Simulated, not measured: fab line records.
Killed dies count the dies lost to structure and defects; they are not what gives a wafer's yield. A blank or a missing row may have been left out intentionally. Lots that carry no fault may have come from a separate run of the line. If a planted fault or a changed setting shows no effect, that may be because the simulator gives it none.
Struck lot and sound lot, side by side | flow sfq line | 43 out of 325 route steps
Sound: the wafers L206.3, L206.5, L206.6. Wafers struck: L215.1, L215.5, L215.6. The cause is given at the end.
Per side, at each step with rows, come the tool, then ch with its chambers, and then its first start. Under that, the readings that differ: sound wafers | struck wafers | difference of the means | sigmas: that difference in standard deviations of wafers without a fault.
alike: a reading whose means differ by less than 2 such deviations, as well as words and numbers matching on both sides. not compared: withheld readings; readings where some wafer has no value; bounds like >300 that might hide an equal value; numbers whose values overlap and for which the record gives no deviation.
The two part at a step that has a row with sigmas, a row that says differs or no value, or rows on one side only. Non-overlapping numbers with no deviation appear without sigmas and do not part them. A reading missing from all wafers of one side parts the sides only when that side holds two or more wafers.

first, 2 steps without rows for these wafers: SFQ_TRILAYER_JJ_CE_LITHO_PEB_117 (peb time 60 s); SFQ_TRILAYER_JJ_CE_LITHO_DEVELOP_116 (time 60 s).
SFQ_JJ_OVL_MEAS_931:
  struck on overlay-01, day 58 09:50; sound on overlay-01, day 56 01:38
  alike: J5_OVL
then, 9 steps without rows for these wafers: SFQ_TRILAYER_JJ_CE_METRO_MEASURE_117; SFQ_TRILAYER_JJ_CE_BARC_OPEN_RIE_150 (chemistry O2, target BARC, target depth 240 nm, time 80 s); SFQ_TRILAYER_JJ_CE_ETCH_RIE_118 (chemistry SF6, target Nb, stops on Al2O3, time 97.7 s, target depth 170 nm); SFQ_TRILAYER_JJ_ANODIZE_ANODIZE_119; SFQ_TRILAYER_JJ_CE_STRIP_STRIP_120 (strips in O2); SFQ_TRILAYER_JJ_CE_STRIP_SOLV_CLEAN_121 (cleans in NMP, time 600 s); SFQ_TRILAYER_M5_LITHO_COAT_128 (resist thk 62 nm); SFQ_TRILAYER_M5_LITHO_COAT_123 (resist thk 600 nm); SFQ_TRILAYER_M5_LITHO_SOFTBAKE_127.
-- the record jumps here: 4 days lie between the struck wafers' starts before and after --
SFQ_TRILAYER_M5_LITHO_EXPOSE_124: exposes mask M5, target cd 700 nm.
  sound on krf scanner-01 ch 0, day 60 18:58; struck on krf scanner-01 ch 0, day 62 21:13
  alike: mask
then, 2 steps without rows for these wafers: SFQ_TRILAYER_M5_LITHO_PEB_126 (peb time 60 s); SFQ_TRILAYER_M5_LITHO_DEVELOP_125 (time 60 s).
SFQ_M5_OVL_MEAS_932:
  struck on overlay-02, day 62 22:43; sound on overlay-02, day 60 20:05
  alike: M5_OVL
SFQ_TRILAYER_M5_BARC_OPEN_METAL_ETCH_161: etches BARC in O2, target depth 125 nm, time 41.7 s.
  sound on rie metal-01 ch 0,1, day 60 20:08; struck on rie metal-01 ch 0,1, day 62 22:46
  reading             | sound             | struck            | difference | sigmas
  model.M5.cd nm (nm) | 699.7 701.5 699.6 | 691.4 676.8 685.8 | -15.6      |
  alike: drypump motor current A, oes product au
  not compared: rf hours counter h
SFQ_TRILAYER_M5_ETCH_METAL_ETCH_126: etches Nb in Cl2/BCl3, stops on SiO2, time 203.2 s, target depth 265 nm.
  sound on rie metal-01 ch 0,1, day 60 20:14; struck on rie metal-01 ch 0,1, day 62 22:49
  reading             | sound           | struck            | difference | sigmas
  model.M5.cd nm (nm) | 698 701.4 696.6 | 689.7 675.8 685.1 | -15.1      |
  alike: drypump motor current A, oes product au
  not compared: rf hours counter h
then, 4 steps without rows for these wafers: SFQ_TRILAYER_M5_STRIP_STRIP_127 (strips in O2); SFQ_TRILAYER_M5_STRIP_SOLV_CLEAN_128 (cleans in NMP, time 600 s); SFQ_TRILAYER_A5B_DEP_PECVD_129 (deposits SiO2 from SiH4/N2O, time 133.33 s, target thk 600 nm); SFQ_TRILAYER_A5B_CMP_CMP_130 (polishes, stops on Nb, target thk 340.7 nm).
SFQ_TRILAYER_A5B_METRO_MEASURE_131:
  struck on film metro-03, day 63 03:01; sound on film metro-03, day 61 00:38
  alike: thk nm
then, 1 step without rows for these wafers: SFQ_TRILAYER_R5_DEP_SPUTTER_132 (material Ti, target thk 5 nm, time 5 s).
SFQ_TRILAYER_R5_DEP_SPUTTER_133: material MoNx, target thk 40 nm, time 66.7 s.
  struck on pvd sputter-03, day 63 04:14; sound on pvd sputter-03, day 61 01:27
  alike: throttle valve pct
SFQ_TRILAYER_R5_DEP_SPUTTER_134: material Ti, target thk 5 nm, time 5 s.
  struck on pvd sputter-03, day 63 04:17; sound on pvd sputter-03, day 61 01:30
  alike: throttle valve pct
SFQ_R5_RS_MEAS_933: the measuring method here is four-point-probe.
  struck on film metro-04, day 63 04:19; sound on film metro-04, day 61 01:34
  alike: R5_MONX_RS
SFQ_R5_THK_MEAS_934: measures by xrf.
  struck on film metro-04, day 63 04:26; sound on film metro-04, day 61 01:40
  alike: R5_MONX_THK
then, 6 steps without rows for these wafers: SFQ_TRILAYER_R5_LITHO_COAT_141 (resist thk 62 nm); SFQ_TRILAYER_R5_LITHO_COAT_136 (resist thk 600 nm); SFQ_TRILAYER_R5_LITHO_SOFTBAKE_140; SFQ_TRILAYER_R5_LITHO_EXPOSE_137 (exposes mask R5, target cd 500 nm); SFQ_TRILAYER_R5_LITHO_PEB_139 (peb time 60 s); SFQ_TRILAYER_R5_LITHO_DEVELOP_138 (time 60 s).
-- the record jumps here: 5 days lie between the struck wafers' starts before and after --
SFQ_R5_OVL_MEAS_935:
  struck on overlay-01, day 68 04:35; sound on overlay-02, day 66 01:10
  alike: R5_OVL
then, 1 step without rows for these wafers: SFQ_TRILAYER_R5_BARC_OPEN_METAL_ETCH_177 (etches BARC in O2, target depth 125 nm, time 41.7 s).
SFQ_TRILAYER_R5_ETCH_METAL_ETCH_139: etches the open film in Cl2, stops on SiO2, target depth 60 nm, time 40 s.
  sound on rie metal-03 ch 0,1, day 66 01:16; struck on rie metal-04 ch 0,1, day 68 04:41
  alike: drypump motor current A, oes product au
  not compared: rf hours counter h
SFQ_TRILAYER_R5_STRIP_STRIP_140: strips in O2.
  sound on rie metal-03 ch 0,1, day 66 01:31; struck on rie metal-04 ch 0,1, day 68 04:44
  alike: drypump motor current A, oes product au, platen temp c
  not compared: rf hours counter h
then, 4 steps without rows for these wafers: SFQ_TRILAYER_R5_STRIP_SOLV_CLEAN_141 (cleans in NMP, time 600 s); SFQ_TRILAYER_A5C_DEP_PECVD_142 (deposits SiO2 from SiH4/N2O, time 15.556 s, target thk 70 nm); SFQ_TRILAYER_I5_LITHO_COAT_149 (resist thk 62 nm); SFQ_TRILAYER_I5_LITHO_COAT_144 (resist thk 650 nm).
-- the record jumps here: 23 days lie between the struck wafers' starts before and after --
SFQ_M8_BOW_MEAS_951:
  struck on film metro-02, day 91 14:32; sound on film metro-02, day 84 06:04
  reading               | sound             | struck           | difference | sigmas
  model.etest.m5.ohm um | 1.686 1.685 1.696 | 1.75 1.775 1.752 | +0.07      |
  alike: M8_BOW

## WHERE THEY PART
Nowhere in this record.

WHY: the cause the simulator had injected
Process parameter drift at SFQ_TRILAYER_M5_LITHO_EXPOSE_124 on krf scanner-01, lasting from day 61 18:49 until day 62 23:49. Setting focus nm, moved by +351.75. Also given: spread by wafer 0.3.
